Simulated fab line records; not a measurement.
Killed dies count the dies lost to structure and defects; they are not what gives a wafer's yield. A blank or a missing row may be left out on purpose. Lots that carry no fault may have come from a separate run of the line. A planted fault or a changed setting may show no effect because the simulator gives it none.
Split-lot trial ; flow sky130 ; route with 708 steps; 5 lots, 23 wafers read

ON THE SPLIT
At SKY_GATE_OXIDE_COAT_05 (resist thk 1140 nm), the setting spinRpm was moved away from the recipe's 3000 rpm on 9 of the 23 wafers read, by -5.6% to +7.3%. This setting was run at the recipe's value on the other wafers.

The reading comes from the split's own step.

THE READING
NOVOLAK_of_GATE_OXIDE_COAT_05.thkNm (the simulator's own value, which no gauge read), in nm, at SKY_GATE_OXIDE_COAT_05 (resist thk 1140 nm). The file does not state a usual value for it. The 14 wafers here that ran the recipe average 1139 nm, standard deviation 1.9 nm.

wafer;tool, chamber at the split;spinRpm as run, rpm;against the recipe;NOVOLAK_of_GATE_OXIDE_COAT_05.thkNm, nm;against lot-mates on the recipe
L074.1;lithoTrack-03, 0;3000;recipe;1137;-
L074.2;lithoTrack-03, 0;3000;recipe;1139;-
L074.4;lithoTrack-03, 0;3000;recipe;1140;-
L074.5;lithoTrack-03, 0;3000;recipe;1138;-
L074.6;lithoTrack-03, 0;3000;recipe;1141;-
L077.1;lithoTrack-04, 0;3000;recipe;1140;-
L077.6;lithoTrack-04, 0;3000;recipe;1140;-
L077.2;lithoTrack-04, 0;2855;-4.8%;1168;+28
L077.3;lithoTrack-04, 0;2855;-4.8%;1166;+26
L077.4;lithoTrack-04, 0;2855;-4.8%;1167;+27
L081.1;lithoTrack-04, 0;2833;-5.6%;1174;+34
L081.2;lithoTrack-04, 0;3000;recipe;1140;-
L081.4;lithoTrack-04, 0;2833;-5.6%;1175;+34
L081.5;lithoTrack-04, 0;3000;recipe;1141;-
L081.6;lithoTrack-04, 0;2833;-5.6%;1171;+30
L083.4;lithoTrack-02, 0;3000;recipe;1138;-
L083.6;lithoTrack-02, 0;3000;recipe;1138;-
L083.5;lithoTrack-02, 0;3000;recipe;1136;-
L085.1;lithoTrack-02, 0;3219;+7.3%;1100;-40
L085.4;lithoTrack-02, 0;3219;+7.3%;1100;-40
L085.2;lithoTrack-02, 0;3000;recipe;1136;-
L085.3;lithoTrack-02, 0;3000;recipe;1143;-
L085.6;lithoTrack-02, 0;3219;+7.3%;1101;-38

FIT RESULTS
A straight line over all 23 wafers: NOVOLAK_of_GATE_OXIDE_COAT_05.thkNm changes by -5.63 nm for each +1% of spinRpm; r = -1.00; the points scatter about the line by 2.1 nm.
The same after taking each lot's own level away (the mean of its wafers on the recipe; 23 wafers): -5.55 nm for each +1%; r = -1.00; scatter 1.7 nm.
According to that fit, moving spinRpm by its largest amount changes the reading by 41 nm.
Measured against the standard deviation above, the lots' own levels, which go from 1137.3 to 1140.5 nm, span 1.6 times it.
Consequently the slope shifts little with the lot-to-lot level, the two slopes agreeing.
Check: for one of the wafers moved furthest among these (+7.3%), held out of the fit, the line's prediction against its lot-mates is -40.3 nm. It came out at -39.5 nm against them.

FURTHER SPLITS ON THESE WAFERS
Note: prior to the reading, these wafers also went through further splits. Each is held against what the fit with the lots' levels taken away leaves over:
other split on the same wafers;wafers away from the commonest value;r with NOVOLAK_of_GATE_OXIDE_COAT_05.thkNm (lot level and that fit taken away)
SKY_GATE_OXIDE_OXIDATION_01 tempC;10;+0.03

THE WHOLE CHAIN: every reading that the file lists as answering this split, in the file's order
step;what it does;reading;change (the file's fit);r (the file's)
SKY_GATE_OXIDE_COAT_05;resist thk 1140 nm;NOVOLAK_of_GATE_OXIDE_COAT_05.thkNm (the simulator's own value, which no gauge read);-5.57 nm for each +1% of the setting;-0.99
SKY_GATE_OXIDE_STRIP_13;strips in O2/N2;stripTimeToEndpointS;withheld for each +1% of the setting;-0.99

THE FILE'S OWN FIT
NOVOLAK_of_GATE_OXIDE_COAT_05.thkNm changes by -5.57 nm for each +1% of spinRpm, r = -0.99.
